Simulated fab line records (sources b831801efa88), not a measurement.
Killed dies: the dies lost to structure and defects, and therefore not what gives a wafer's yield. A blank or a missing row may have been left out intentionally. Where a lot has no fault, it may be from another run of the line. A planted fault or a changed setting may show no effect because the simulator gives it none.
One fault seen from 2 desks -- flow sky130 -- what lay behind the numbers comes last; until then each desk has only its own

== DESK OF THE TOOL OWNER: implanter-04 ==
The tool's own readings at SKY_LDD_P_IMPLANT_09: means of the sampled wafers that have a number, for each lot that ran on this tool. A lot is out of limits, marked OUT, if its mean lies more than 4 standard deviations from the usual mean; the brackets give that distance.
Columns: A = dose-ions-cm2 at SKY_LDD_P_IMPLANT_09, usual 1e+13; B = end-station-pressure-torr at SKY_LDD_P_IMPLANT_09, usual 5.05e-06 Torr; C = faraday-current-uA at SKY_LDD_P_IMPLANT_09, usual 56.3
lot,first seen here,A,B,C
L250,day 21 16:06,1e+13,4.86e-06,56.2
L251,day 21 18:04,1e+13,5.21e-06,55.2
L260,day 25 04:55,2e+13 (+99 or more) OUT,5.07e-06,86.7 (+28) OUT
L261,day 25 07:28,2e+13 (+99 or more) OUT,4.94e-06,87.3 (+28) OUT
Finding of this desk: L260, L261 out of limits; the first was L260 at day 25 04:55, on dose-ions-cm2 at SKY_LDD_P_IMPLANT_09. L250, L251: within limits.

== AT THE METROLOGY DESK ==
Means of the sampled wafers that have a number, per lot and without regard to the tool the lot ran on: this is what the gauges read. A lot is out of limits, marked OUT, if its mean lies more than 4 standard deviations from the usual mean; the brackets give that distance.
Columns: A = LDD_P_TW at SKY_LDD_P_TW_MEAS_11, usual 635; B = cd-nm at SKY_VIA3_CD_MEAS_12, usual 199.7 nm
lot,first seen here,A,B
L243,day 18 13:20,623,200.6
L244,day 19 01:46,625,199.1
L245,day 19 16:38,626,201.1
L247,day 20 12:40,628,197.2
L250,day 21 16:21,647,200.9
L251,day 21 18:19,647,199.4
L252,day 22 01:25,650,200.2
L256,day 23 15:05,651,200.9
L259,day 25 01:52,650,200.1
L260,day 25 05:10,715 (+6.7) OUT,199.9
L261,day 25 07:43,745 (+9.1) OUT,198.2
L266,day 27 08:38,625,200.0
Finding of this desk: L260, L261 out of limits, first seen on L260 at day 25 05:10 (LDD_P_TW at SKY_LDD_P_TW_MEAS_11). L243, L244, L245, L247, L250, L251, L252, L256, L259, L266: within limits.

== PUT TOGETHER ==
At day 25 04:55, on L260, L261, the tool owner's desk was in a position to raise an alarm.
At day 25 05:10 the metrology desk could have sounded an alarm, on L260, L261.
The lots listed all ran SKY_LDD_P_IMPLANT_09 on implanter-04.

== WHAT THE SIMULATOR PUT IN ==
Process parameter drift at SKY_LDD_P_IMPLANT_09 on implanter-04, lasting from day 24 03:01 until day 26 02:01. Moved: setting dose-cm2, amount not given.
Lots struck among those shown: L260, L261.
Delay (hours) between the fault's onset and each desk's first out-of-limits reading: 26 at the tool owner's desk, 26 at the metrology desk.
